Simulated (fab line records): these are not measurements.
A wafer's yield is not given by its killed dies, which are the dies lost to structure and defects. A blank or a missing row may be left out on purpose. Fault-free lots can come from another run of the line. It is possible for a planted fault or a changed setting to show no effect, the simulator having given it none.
Which tool was responsible? | flow gf180mcu | 6 lots with 18 wafers sampled at 4 steps, on a route of 602 steps

## WHAT THE GAUGES READ, wafer by wafer
GF_TOP_METAL_CD_MEAS_14 targets a cd of 440 nm.
lot  | measured     | on        | cd nm (nm)
L749 | day 29 04:51 | cd sem-02 | 441.3 438.1 439.3
L751 | day 30 01:17 | cd sem-02 | 443.6 446.5 445.0
L758 | day 32 05:21 | cd sem-01 | 438.9 440.3 440.9
L760 | day 32 10:47 | cd sem-02 | 439.2 442.2 441.8
L764 | day 33 11:56 | cd sem-02 | 439.0 439.6 439.8
L766 | day 33 22:15 | cd sem-01 | 441.2 441.3 440.3

## TOOL THAT RAN EACH LOT (tool first, then ch and the chambers of the sampled wafers, then the start)
lot  | GF_V2_STRIP_18                       | GF_V5_SPUTTER_22             | GF_TOP_METAL_SPUTTER_04
L749 | plasma asher-02 ch 0,1, day 21 16:04 | pvd sputter-02, day 28 09:00 | pvd sputter-03, day 28 09:49
L751 | plasma asher-04 ch 0,1, day 22 14:43 | pvd sputter-03, day 29 05:38 | pvd sputter-04, day 29 06:28
L758 | plasma asher-02 ch 0,1, day 25 08:46 | pvd sputter-03, day 31 11:23 | pvd sputter-01, day 31 12:13
L760 | plasma asher-04 ch 0,1, day 25 17:02 | pvd sputter-01, day 31 17:19 | pvd sputter-04, day 31 18:08
L764 | plasma asher-01 ch 0, day 26 23:40   | pvd sputter-03, day 32 19:38 | pvd sputter-04, day 32 20:28
L766 | plasma asher-04 ch 0, day 27 13:14   | pvd sputter-03, day 33 06:17 | pvd sputter-04, day 33 07:07
- GF_V2_STRIP_18: strips in O2/N2.
- GF_V5_SPUTTER_22: material TiN, target thk 10 nm, time 40 s.
- GF_TOP_METAL_SPUTTER_04: material TiN, target thk 25 nm, time 20.8 s.

## THE ANSWER, worked out from the rows above alone
Rule: the usual values come from the lots themselves. The widest of any qualifying gaps counts: lots, ordered by their means at a reading, are off when they make up no more than a third of the lots, leave a main group of 4 or more, and stand apart from it by 3 or more times the standard deviation of that group's means. Not used: any main group whose means are identical at the precision the tables above print for the reading. A lot without any number at a reading at which 4 lots or more have one is off too. Any other lot the step has rows for is counted as sound.
Off: L751, at GF_TOP_METAL_CD_MEAS_14 (cd nm). Main group: mean 440.2 nm, sd 0.67.
A tool fits if, at a process step before that reading, it ran every lot that is off, and no sound lot after the first of them. Those tools and the gauges at GF_TOP_METAL_CD_MEAS_14 are tried in the same way. No candidate that was tried fits.

## WHAT THE SIMULATOR PUT IN
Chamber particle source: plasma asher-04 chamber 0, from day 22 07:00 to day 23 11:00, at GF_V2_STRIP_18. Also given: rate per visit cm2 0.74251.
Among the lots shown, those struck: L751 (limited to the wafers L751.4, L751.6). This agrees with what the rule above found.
